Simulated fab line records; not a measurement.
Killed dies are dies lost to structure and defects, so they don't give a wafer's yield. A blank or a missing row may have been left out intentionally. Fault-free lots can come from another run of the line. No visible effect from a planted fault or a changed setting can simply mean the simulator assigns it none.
Tool commonality check | flow sky130 | 11 lots and 33 wafers in the sample

WHAT PROMPTED THE OPENING
At SKY_VT_ADJUST_LVTN_TW_MEAS_10 the reading VT_ADJUST_LVTN_TW is flagged on 3 of 11 lots. No-fault wafers: 244.6, standard deviation 1.8.
Rule: a lot is flagged when every wafer of it that has a number lies more than 4 standard deviations from that mean, or none has a number. As for the other lots, they are considered sound.

lot  | measured     | on           | VT_ADJUST_LVTN_TW, wafer by wafer | flag
L697 | day 6 16:31  | filmMetro-04 | 243.5 244.5 244.5                 | 
L698 | day 7 15:47  | filmMetro-01 | 245.9 246.8 246.0                 | 
L701 | day 7 23:35  | filmMetro-04 | 300.4 300.1 299.6                 | FLAGGED
L702 | day 8 05:09  | filmMetro-02 | 298.0 299.8 299.6                 | FLAGGED
L704 | day 8 16:17  | filmMetro-01 | 246.9 245.1 247.7                 | 
L709 | day 10 01:35 | filmMetro-04 | 299.6 300.2 301.3                 | FLAGGED
L713 | day 11 20:19 | filmMetro-01 | 246.1 245.7 245.1                 | 
L712 | day 11 20:40 | filmMetro-01 | 247.6 246.9 245.2                 | 
L714 | day 11 22:21 | filmMetro-01 | 246.2 246.1 246.1                 | 
L716 | day 12 03:29 | filmMetro-02 | 243.3 244.0 243.5                 | 
L717 | day 12 07:59 | filmMetro-04 | 240.6 241.3 242.3                 | 
On average the flagged lots' numbers are 299.8, which is +55.2 against the usual, or +31 standard deviations.

EACH LOT AND THE TOOL IT RAN ON
3 process steps preceding the reading are held in the record, out of 708 steps in the route. In each cell: the tool, then ch and the chambers that the sampled wafers went through, then the start.
lot  | flag    | SKY_NWELL_STRIP_25                  | SKY_VT_ADJUST_LVTN_IMPLANT_08   | SKY_VT_ADJUST_LVTN_STRIP_09
L697 |         | plasmaAsher-04 ch 1, day 5 03:38    | implanter-04 ch 0, day 6 16:16  | plasmaAsher-03 ch 0,1, day 6 16:24
L698 |         | plasmaAsher-03 ch 0,1, day 6 01:46  | implanter-01 ch 0, day 7 15:34  | plasmaAsher-04 ch 0,1, day 7 15:43
L701 | FLAGGED | plasmaAsher-04 ch 0,1, day 6 08:05  | implanter-02 ch 0, day 7 23:01  | plasmaAsher-04 ch 0,1, day 7 23:29
L702 | FLAGGED | plasmaAsher-04 ch 0,1, day 6 12:08  | implanter-01 ch 0, day 8 04:36  | plasmaAsher-04 ch 0,1, day 8 05:02
L704 |         | plasmaAsher-04 ch 0,1, day 7 00:01  | implanter-01 ch 0, day 8 16:03  | plasmaAsher-02 ch 0,1, day 8 16:10
L709 | FLAGGED | plasmaAsher-03 ch 0, day 8 05:12    | implanter-01 ch 0, day 10 00:58 | plasmaAsher-04 ch 0,1, day 10 01:29
L713 |         | plasmaAsher-03 ch 0,1, day 9 22:11  | implanter-02 ch 0, day 11 20:04 | plasmaAsher-02 ch 0,1, day 11 20:13
L712 |         | plasmaAsher-04 ch 0,1, day 9 23:11  | implanter-04 ch 0, day 11 20:25 | plasmaAsher-04 ch 0,1, day 11 20:34
L714 |         | plasmaAsher-04 ch 0,1, day 10 00:34 | implanter-04 ch 0, day 11 22:09 | plasmaAsher-04 ch 0,1, day 11 22:16
L716 |         | plasmaAsher-03 ch 0,1, day 10 06:43 | implanter-02 ch 0, day 12 03:14 | plasmaAsher-04 ch 0,1, day 12 03:23
L717 |         | plasmaAsher-03 ch 0,1, day 10 08:55 | implanter-02 ch 0, day 12 07:46 | plasmaAsher-03 ch 0,1, day 12 07:55
What the steps here do:
- SKY_NWELL_STRIP_25: strips in O2/N2.
- SKY_VT_ADJUST_LVTN_IMPLANT_08
- SKY_VT_ADJUST_LVTN_STRIP_09: strips in O2/N2.
- SKY_VT_ADJUST_LVTN_TW_MEAS_10

FLAGGED AGAINST TOTAL, ONE TOOL AT A TIME (gauges that did the reading follow at the end)
step                          | tool           | lots run | flagged | share of the flagged lots | sound lots run after its first flagged lot
SKY_NWELL_STRIP_25            | plasmaAsher-03 | 5        | 1       | some                      | 3 (L713,L716,L717)
SKY_NWELL_STRIP_25            | plasmaAsher-04 | 6        | 2       | some                      | 3 (L704,L712,L714)
SKY_VT_ADJUST_LVTN_IMPLANT_08 | implanter-01   | 4        | 2       | some                      | 1 (L704)
SKY_VT_ADJUST_LVTN_IMPLANT_08 | implanter-02   | 4        | 1       | some                      | 3 (L713,L716,L717)
SKY_VT_ADJUST_LVTN_IMPLANT_08 | implanter-04   | 3        | 0       | none                      | -
SKY_VT_ADJUST_LVTN_STRIP_09   | plasmaAsher-02 | 2        | 0       | none                      | -
SKY_VT_ADJUST_LVTN_STRIP_09   | plasmaAsher-03 | 2        | 0       | none                      | -
SKY_VT_ADJUST_LVTN_STRIP_09   | plasmaAsher-04 | 7        | 3       | all                       | 3 (L712,L714,L716)
SKY_VT_ADJUST_LVTN_TW_MEAS_10 | filmMetro-01   | 5        | 0       | none                      | -
SKY_VT_ADJUST_LVTN_TW_MEAS_10 | filmMetro-02   | 2        | 1       | some                      | 1 (L716)
SKY_VT_ADJUST_LVTN_TW_MEAS_10 | filmMetro-04   | 4        | 2       | some                      | 1 (L717)

THE TABLE: WHAT IT ALLOWS
All flagged lots share 1 row of the table, namely plasmaAsher-04 at SKY_VT_ADJUST_LVTN_STRIP_09.
- plasmaAsher-04 at SKY_VT_ADJUST_LVTN_STRIP_09: 3 of its 7 lots flagged. Sound lots ran on it after the first flagged one (L712, L714, L716), which a lasting fault on the whole tool wouldn't allow.
There is no row in the table that ran each flagged lot and no sound lot after the first.

WHAT THE SIMULATOR HAD INSERTED
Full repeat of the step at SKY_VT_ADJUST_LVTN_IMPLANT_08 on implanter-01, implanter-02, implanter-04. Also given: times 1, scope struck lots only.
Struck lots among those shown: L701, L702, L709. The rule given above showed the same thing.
